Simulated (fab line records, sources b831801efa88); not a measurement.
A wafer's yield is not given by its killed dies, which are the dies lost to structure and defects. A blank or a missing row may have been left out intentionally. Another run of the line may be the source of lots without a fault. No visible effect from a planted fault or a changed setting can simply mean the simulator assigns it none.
fab line records -- flow sky130
record: lots: 10, wafers: 30, last-day: 49
route steps=708 shown VIA3@574 METAL4@601 CAP2M@604 PAD_OPEN@708
lots untouched by any fault: they come from a run of this same line in which no faults occurred
start-h: the number of hours between the record's first day and the start of the first shown wafer of the lot -- wait-h: time in hours since the lot's previous step -- " the same as in the row above -- L1.1+2: a single row standing in for several wafers -- - value missing, or start not given -- * or withheld: withheld -- < > ~ a bound
route shown NAME@n: a module of which the file shows steps, and the number in the route of the first -- usual: mean and standard deviation over wafers with no fault -- same: alike in all rows -- chamber/n: place in a boat -- sites: readings site by site -- _std_site: their standard deviation -- _edge_site: the outer-site mean with the inner-site mean subtracted -- radius-mm: for every site, how far away it sits from the centre of the wafer -- mask NAME#n: copy n -- behind: the last tool/chamber to shape the wafer -- hold: cause of the lot's hold/its duration in hours/its outcome -- device: names the non-switching transistor (n, p or np) -- end of line: the same wafers' tests at the end of the route -- a step without rows: its recipe alone -- killed: the dies lost at the first sort to structure and to defects; this is not the yield of the wafer -- map: a wafer's dies, marking killed ones x, the rest . and places with no die _
set.NAME: setting as actually run; set.NAME@STEP: the setting as run at that earlier step -- model.NAME: the simulator's own value behind a step, which no gauge read
steps of the route over a sample of lots; a table a step, a row a wafer
services: a tool's chamber out of use, with start hour (start-h, from the record's first day; less than 0 if before it), hours out, and reason
== steps ==
step: SKY_VIA3_THK_MEAS_01
recipe: reads: SiO2_of_VIA3_HDPCVD_00
usual: VIA3_HDPCVD_THK: 1633/19
lot.wafer,tool,chamber,start-h,wait-h,VIA3_HDPCVD_THK[nm]
L462.1,film-metro-02,-,944.69,0.1,1618
L462.4,film-metro-02,-,944.69,0.1,1623
L462.5,film-metro-02,-,944.69,0.1,1625
L464.3,film-metro-04,-,954.39,0.1,1602
L464.4,film-metro-04,-,954.39,0.1,1634
L464.5,film-metro-04,-,954.39,0.1,1633
L466.3,film-metro-02,-,963.46,0.1,1621
L466.5,film-metro-02,-,963.46,0.1,1615
L466.6,film-metro-02,-,963.46,0.1,1651
L469.1,film-metro-02,-,968.25,0.1,1615
L469.5,film-metro-02,-,968.25,0.1,1601
L469.6,film-metro-02,-,968.25,0.1,1615
L468.1,film-metro-03,-,972.60,0.1,1615
L468.2,film-metro-03,-,972.60,0.1,1600
L468.4,film-metro-03,-,972.60,0.1,1613
L472.2,film-metro-02,-,991.17,0.1,1661
L472.3,film-metro-02,-,991.17,0.1,1659
L472.5,film-metro-02,-,991.17,0.1,1636
L477.2,film-metro-03,-,1025.73,0.1,1645
L477.4,film-metro-03,-,1025.73,0.1,1652
L477.6,film-metro-03,-,1025.73,0.1,1639
L478.1,film-metro-02,-,1033.55,0.1,1611
L478.2,film-metro-02,-,1033.55,0.1,1636
L478.6,film-metro-02,-,1033.55,0.1,1639
L479.1,film-metro-03,-,1035.56,0.1,1666
L479.3,film-metro-03,-,1035.56,0.1,1647
L479.6,film-metro-03,-,1035.56,0.1,1647
L480.1,film-metro-04,-,1039.07,0.1,1626
L480.3,film-metro-04,-,1039.07,0.1,1589
L480.5,film-metro-04,-,1039.07,0.1,1586
step: SKY_VIA3_CVD_21
recipe: material: W, target-thk-nm: 390, time-s: 117.31, temp-c: 400, pressure-torr: 40
usual: heater-power-w: 909/72, susceptor-temp-C: 399.96/0.23
lot.wafer,tool,chamber,start-h,wait-h,heater-power-w,susceptor-temp-C
L462.1,cvd-w-01,0,971.69,0.0,937,399.82
L462.4,cvd-w-01,0,971.69,0.0,924,399.65
L462.5,cvd-w-01,0,971.69,0.0,925,399.93
L464.3,cvd-w-02,0,980.15,0.1,811,400.23
L464.4,cvd-w-02,1,980.15,0.1,1000,400.25
L464.5,cvd-w-02,0,980.15,0.1,794,400.10
L466.3,cvd-w-01,1,989.18,0.1,879,399.97
L466.5,cvd-w-01,1,989.18,0.1,881,400.03
L466.6,cvd-w-01,0,989.18,0.1,921,400.25
L469.1,cvd-w-02,0,993.38,0.0,817,399.99
L469.5,cvd-w-02,1,993.38,0.0,1009,400.02
L469.6,cvd-w-02,0,993.38,0.0,816,400.00
L468.1,cvd-w-02,1,997.19,0.0,1012,399.56
L468.2,cvd-w-02,0,997.19,0.0,842,399.61
L468.4,cvd-w-02,0,997.19,0.0,820,400.26
L472.2,cvd-w-01,1,1014.95,0.1,870,400.20
L472.3,cvd-w-01,1,1014.95,0.1,889,400.05
L472.5,cvd-w-01,1,1014.95,0.1,890,400.14
L477.2,cvd-w-02,1,1050.26,0.0,994,399.77
L477.4,cvd-w-02,1,1050.26,0.0,1023,400.18
L477.6,cvd-w-02,0,1050.26,0.0,816,400.03
L478.1,cvd-w-02,1,1057.21,0.0,1008,399.87
L478.2,cvd-w-02,0,1057.21,0.0,825,400.18
L478.6,cvd-w-02,1,1057.21,0.0,1010,400.06
L479.1,cvd-w-01,1,1059.09,0.0,888,399.64
L479.3,cvd-w-01,0,1059.09,0.0,919,400.03
L479.6,cvd-w-01,1,1059.09,0.0,884,399.41
L480.1,cvd-w-01,1,1062.91,0.0,875,400.11
L480.3,cvd-w-01,1,1062.91,0.0,898,399.90
L480.5,cvd-w-01,1,1062.91,0.0,878,399.94
step: SKY_VIA3_RS_MEAS_22
recipe: thk-meas-gauge: four-point-probe, reads: W_of_VIA3_CVD_21+TiN_of_VIA3_SPUTTER_20
usual: VIA3_W_RS: 0.293/0.0034
lot.wafer,tool,chamber,start-h,wait-h,VIA3_W_RS[ohm/sq]
L462.1,film-metro-02,-,971.93,0.2,0.287
L462.4,film-metro-02,-,971.93,0.2,0.288
L462.5,film-metro-02,-,971.93,0.2,0.287
L464.3,film-metro-04,-,980.27,0.1,0.297
L464.4,film-metro-04,-,980.27,0.1,0.294
L464.5,film-metro-04,-,980.27,0.1,0.297
L466.3,film-metro-02,-,989.30,0.1,0.296
L466.5,film-metro-02,-,989.30,0.1,0.295
L466.6,film-metro-02,-,989.30,0.1,0.294
L469.1,film-metro-03,-,993.51,0.1,0.297
L469.5,film-metro-03,-,993.51,0.1,0.295
L469.6,film-metro-03,-,993.51,0.1,0.292
L468.1,film-metro-03,-,997.31,0.1,0.296
L468.2,film-metro-03,-,997.31,0.1,0.300
L468.4,film-metro-03,-,997.31,0.1,0.298
L472.2,film-metro-04,-,1015.17,0.2,0.289
L472.3,film-metro-04,-,1015.17,0.2,0.292
L472.5,film-metro-04,-,1015.17,0.2,0.291
L477.2,film-metro-03,-,1050.41,0.1,0.298
L477.4,film-metro-03,-,1050.41,0.1,0.295
L477.6,film-metro-03,-,1050.41,0.1,0.194
L478.1,film-metro-02,-,1057.35,0.1,0.195
L478.2,film-metro-02,-,1057.35,0.1,0.302
L478.6,film-metro-02,-,1057.35,0.1,0.195
L479.1,film-metro-03,-,1059.21,0.1,0.295
L479.3,film-metro-03,-,1059.21,0.1,0.287
L479.6,film-metro-03,-,1059.21,0.1,0.293
L480.1,film-metro-03,-,1063.03,0.1,0.294
L480.3,film-metro-03,-,1063.03,0.1,0.295
L480.5,film-metro-03,-,1063.03,0.1,0.298
step: SKY_VIA3_THK_MEAS_23
recipe: thk-meas-gauge: xrf, reads: W_of_VIA3_CVD_21
usual: VIA3_W_THK: 386/5.2
lot.wafer,tool,chamber,start-h,wait-h,VIA3_W_THK[nm]
L462.1,film-metro-02,-,972.05,0.1,392
L462.4,film-metro-02,-,972.05,0.1,389
L462.5,film-metro-02,-,972.05,0.1,390
L464.3,film-metro-04,-,980.37,0.1,381
L464.4,film-metro-04,-,980.37,0.1,385
L464.5,film-metro-04,-,980.37,0.1,380
L466.3,film-metro-02,-,989.40,0.1,382
L466.5,film-metro-02,-,989.40,0.1,383
L466.6,film-metro-02,-,989.40,0.1,383
L469.1,film-metro-03,-,993.63,0.1,379
L469.5,film-metro-03,-,993.63,0.1,384
L469.6,film-metro-03,-,993.63,0.1,389
L468.1,film-metro-03,-,997.43,0.1,384
L468.2,film-metro-03,-,997.43,0.1,378
L468.4,film-metro-03,-,997.43,0.1,381
L472.2,film-metro-04,-,1015.28,0.1,387
L472.3,film-metro-04,-,1015.28,0.1,382
L472.5,film-metro-04,-,1015.28,0.1,388
L477.2,film-metro-03,-,1050.52,0.1,383
L477.4,film-metro-03,-,1050.52,0.1,392
L477.6,film-metro-03,-,1050.52,0.1,-
L478.1,film-metro-02,-,1057.47,0.1,569
L478.2,film-metro-02,-,1057.47,0.1,374
L478.6,film-metro-02,-,1057.47,0.1,-
L479.1,film-metro-03,-,1059.33,0.1,380
L479.3,film-metro-03,-,1059.33,0.1,391
L479.6,film-metro-03,-,1059.33,0.1,384
L480.1,film-metro-03,-,1063.15,0.1,381
L480.3,film-metro-03,-,1063.15,0.1,380
L480.5,film-metro-03,-,1063.15,0.1,380
step: SKY_VIA3_CMP_24
recipe: stop-on: SiO2, t-overpolish-s: 20, down-force-psi: 3.5, platen-rpm: 60, target-thk-nm: 0, pad-velocity-m-s: 0.94248
usual: motor-current-A: 10.8/1.4, slurry-filter-dp-kPa: 13.49/0.12, time-to-endpoint-s: 95/4.7
lot.wafer,tool,chamber,start-h,wait-h,motor-current-A,slurry-filter-dp-kPa,time-to-endpoint-s
L462.1,cmp-01,3,972.27,0.2,10.0,13.46,101
L462.4,cmp-01,0,972.27,0.2,9.1,13.54,92
L462.5,cmp-01,2,972.27,0.2,12.5,13.53,98
L464.3,cmp-02,2,980.46,0.1,12.2,13.36,97
L464.4,cmp-02,3,980.46,0.1,9.9,13.28,90
L464.5,cmp-02,1,980.46,0.1,12.0,13.54,99
L466.3,cmp-01,0,989.54,0.1,9.1,13.48,86
L466.5,cmp-01,2,989.54,0.1,12.2,13.64,93
L466.6,cmp-01,3,989.54,0.1,10.1,13.51,94
L469.1,cmp-02,0,993.69,0.1,9.5,13.43,93
L469.5,cmp-02,0,993.69,0.1,9.5,13.46,95
L469.6,cmp-02,1,993.69,0.1,11.3,13.32,102
L468.4,cmp-02,0,997.49,0.0,10.0,13.57,93
L468.2,cmp-02,1,997.49,0.0,11.9,13.69,100
L468.1,cmp-02,3,997.49,0.0,9.4,13.68,94
L472.3,cmp-01,2,1015.33,0.0,12.2,13.48,96
L472.2,cmp-01,3,1015.33,0.0,10.0,13.41,102
L472.5,cmp-01,3,1015.33,0.0,10.5,13.64,95
L477.2,cmp-02,1,1050.57,0.0,12.4,13.75,98
L477.4,cmp-02,0,1050.57,0.0,9.9,13.33,91
L477.6,cmp-02,1,1050.57,0.0,12.7,13.51,149
L478.1,cmp-02,0,1058.36,0.9,9.4,13.39,140
L478.2,cmp-02,1,1058.36,0.9,12.2,13.54,100
L478.6,cmp-02,3,1058.36,0.9,10.3,13.54,140
L479.3,cmp-01,3,1059.44,0.1,10.0,13.64,101
L479.1,cmp-01,0,1059.44,0.1,9.3,13.66,93
L479.6,cmp-01,3,1059.44,0.1,10.2,13.28,99
L480.1,cmp-01,2,1063.31,0.1,12.3,13.62,97
L480.3,cmp-01,3,1063.31,0.1,10.1,13.61,101
L480.5,cmp-01,0,1063.31,0.1,8.9,13.52,92
step: SKY_METAL4_SPUTTER_03
recipe: material: Ti, target-thk-nm: 5, power-w: 3000, time-s: 3.3, chamber-pressure-pa: 0.4
usual: throttle-valve-pct: 29.6/1.3
lot.wafer,tool,chamber,start-h,wait-h,throttle-valve-pct
L462.1,pvd-sputter-03,-,972.56,0.0,30.0
L462.4,pvd-sputter-03,-,972.56,0.0,29.3
L462.5,pvd-sputter-03,-,972.56,0.0,30.1
L464.3,pvd-sputter-04,-,980.80,0.0,30.4
L464.4,pvd-sputter-04,-,980.80,0.0,28.9
L464.5,pvd-sputter-04,-,980.80,0.0,29.6
L466.3,pvd-sputter-02,-,989.83,0.0,25.7
L466.5,pvd-sputter-02,-,989.83,0.0,25.8
L466.6,pvd-sputter-02,-,989.83,0.0,30.1
L469.1,pvd-sputter-02,-,994.07,0.0,28.7
L469.5,pvd-sputter-02,-,994.07,0.0,26.1
L469.6,pvd-sputter-02,-,994.07,0.0,28.7
L468.1,pvd-sputter-03,-,997.88,0.0,30.0
L468.2,pvd-sputter-03,-,997.88,0.0,29.2
L468.4,pvd-sputter-03,-,997.88,0.0,30.1
L472.2,pvd-sputter-04,-,1015.73,0.0,28.7
L472.3,pvd-sputter-04,-,1015.73,0.0,27.8
L472.5,pvd-sputter-04,-,1015.73,0.0,27.8
L477.2,pvd-sputter-03,-,1050.95,0.0,29.4
L477.4,pvd-sputter-03,-,1050.95,0.0,30.9
L477.6,pvd-sputter-03,-,1050.95,0.0,30.3
L478.1,pvd-sputter-04,-,1058.70,0.0,27.7
L478.2,pvd-sputter-04,-,1058.70,0.0,29.5
L478.6,pvd-sputter-04,-,1058.70,0.0,28.2
L479.1,pvd-sputter-02,-,1059.78,0.0,25.8
L479.3,pvd-sputter-02,-,1059.78,0.0,30.1
L479.6,pvd-sputter-02,-,1059.78,0.0,31.7
L480.1,pvd-sputter-04,-,1063.60,0.0,29.0
L480.3,pvd-sputter-04,-,1063.60,0.0,29.5
L480.5,pvd-sputter-04,-,1063.60,0.0,27.9
step: SKY_CAP2M_THK_MEAS_01
recipe: reads: SiO2_of_CAP2M_CVD_00
usual: CAP2M_CVD_00_THK: 15.41/0.23
lot.wafer,tool,chamber,start-h,wait-h,CAP2M_CVD_00_THK[nm]
L462.1,film-metro-01,-,972.65,-,15.42
L462.4,film-metro-01,-,972.65,-,15.26
L462.5,film-metro-01,-,972.65,-,15.27
L464.3,film-metro-03,-,980.91,-,15.56
L464.4,film-metro-03,-,980.91,-,15.71
L464.5,film-metro-03,-,980.91,-,15.36
L466.3,film-metro-03,-,989.95,-,15.40
L466.5,film-metro-03,-,989.95,-,15.46
L466.6,film-metro-03,-,989.95,-,15.62
L469.1,film-metro-01,-,994.17,-,15.23
L469.5,film-metro-01,-,994.17,-,15.74
L469.6,film-metro-01,-,994.17,-,15.52
L468.1,film-metro-03,-,997.97,-,15.55
L468.2,film-metro-03,-,997.97,-,15.74
L468.4,film-metro-03,-,997.97,-,15.83
L472.2,film-metro-01,-,1015.84,-,15.17
L472.3,film-metro-01,-,1015.84,-,14.98
L472.5,film-metro-01,-,1015.84,-,15.19
L477.2,film-metro-02,-,1051.05,-,15.12
L477.4,film-metro-02,-,1051.05,-,15.51
L477.6,film-metro-02,-,1051.05,-,15.31
L478.1,film-metro-03,-,1058.79,-,15.56
L478.2,film-metro-03,-,1058.79,-,15.37
L478.6,film-metro-03,-,1058.79,-,15.69
L479.1,film-metro-03,-,1059.88,-,15.18
L479.3,film-metro-03,-,1059.88,-,15.52
L479.6,film-metro-03,-,1059.88,-,15.51
L480.1,film-metro-01,-,1063.69,-,14.92
L480.3,film-metro-01,-,1063.69,-,15.61
L480.5,film-metro-01,-,1063.69,-,15.49
step: SKY_PAD_OPEN_PROBE_99
usual: defect-limited-yield: 82.7/2, killed_at_M0_to_M3: 43/7.4, killed_at_M4_up: 3.5/2.1, killed-at-contacts: 24/5.4, killed-at-front-end: 15/4.7, killed-at-other: 0.2/0.44, killed-dies: 85/10, killed-open: 47/7.1, killed-short: 38/7, sort_bin_3_pad_short: 0.9/0.41, sort_bin_5_function: 10.4/1.6, sort_bin_6_memory: 6.1/1.1, sort-n-pass: 407/10, sort-yield-pct: 82.7/2
same: gross-dies: 492, killed-at-back-side: 0, sort_bin_4_leakage[%]: 0, sort_bin_8_speed[%]: 0
lot.wafer,tool,chamber,start-h,wait-h,defect-limited-yield[%],killed_at_M0_to_M3,killed_at_M4_up,killed-at-contacts,killed-at-front-end,killed-at-other,killed-dies,killed-open,killed-short,sort_bin_3_pad_short[%],sort_bin_5_function[%],sort_bin_6_memory[%],sort-n-pass,sort-yield-pct[%]
L478.1,prober-01,-,1181.31,0.1,80.9,49,1,22,21,1,94,52,42,1.2,11.2,6.7,398,80.9
L478.2,prober-01,-,1181.36,0.1,80.5,37,7,28,23,1,96,52,44,1.2,10.2,8.1,396,80.5
L478.6,prober-01,-,1181.56,0.2,85.6,39,5,15,12,0,71,45,26,0.8,8.3,5.3,421,85.6
killed by level:class
L478.1 VIA1:geometric-particle:open=13 CONTACT:geometric-particle:open=9 FIELD_ISO:geometric-particle:short=6 METAL1:geometric-particle:open=6 POLY_GATE:geometric-particle:short=5 LOCAL_INTERCONNECT:geometric-particle:short=5 METAL1:geometric-particle:short=5 VIA1:geometric-particle:short=5
L478.2 CONTACT:geometric-particle:open=15 VIA1:geometric-particle:open=9 FIELD_ISO:geometric-particle:open=8 METAL2:geometric-particle:short=7 CONTACT:geometric-particle:short=7 VIA1:geometric-particle:short=6 VIA2:geometric-particle:open=5 FIELD_ISO:geometric-particle:short=4
L478.6 VIA1:geometric-particle:open=12 CONTACT:geometric-particle:open=8 VIA2:geometric-particle:open=6 FIELD_ISO:geometric-particle:open=5 METAL1:geometric-particle:short=5 CONTACT:geometric-particle:short=4 VIA3:geometric-particle:open=4 VIA1:geometric-particle:short=3
== services ==
tool,chamber,start-h,hours,kind
cvd-w-02,-,948.94,2.8,pm
pvd-sputter-03,-,950.59,4.6,repair
cvd-w-01,1,955.89,17.8,repair
pvd-sputter-02,0,958.13,-,consumable-replace:kit
pvd-sputter-02,0,958.13,18.0,scheduled-down
pvd-sputter-02,0,958.13,18.0,vent-cycle
cmp-01,-,965.80,1.2,repair
cmp-02,-,967.62,1.6,repair
cmp-02,-,968.76,1.0,repair
pvd-sputter-04,1,984.73,-,consumable-replace:kit
pvd-sputter-04,1,984.73,18.0,scheduled-down
pvd-sputter-04,1,984.73,18.0,vent-cycle
cmp-01,-,992.07,5.0,repair
cvd-w-01,0,1011.16,4.4,repair
cvd-w-01,0,1029.14,3.4,repair
cmp-01,-,1051.21,6.8,repair
pvd-sputter-03,0,1056.36,-,consumable-replace:kit
pvd-sputter-03,0,1056.36,18.0,scheduled-down
pvd-sputter-03,0,1056.36,18.0,vent-cycle
== key ==
first-sign: step: SKY_VIA3_RS_MEAS_22, reading: VIA3_W_RS, direction: down, sigmas: 29, usual: 0.293, struck: 0.195
effect: step: SKY_VIA3_THK_MEAS_23, reading: VIA3_W_THK, direction: missing
effect: step: SKY_VIA3_CMP_24, reading: time-to-endpoint-s, direction: up, sigmas: 10, usual: *, struck: *
met-at SKY_VIA3_CVD_21
struck-lots L477,L478
struck-wafers L477.6,L478.1,L478.6
not-acting-at SKY_VIA3_THK_MEAS_01,SKY_METAL4_SPUTTER_03,SKY_CAP2M_THK_MEAS_01
onset-between 997.19 1050.26
fault: kind: process-parameter-drift, tool: cvd-w-02, chamber: -, onset-h: 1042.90, steps: SKY_VIA3_CVD_21, channel: target-thk-nm, offset: 200.3, shape: step, end-h: 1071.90, scope: struck-wafers-only, acts-in: these-recipes-only, stated: 390
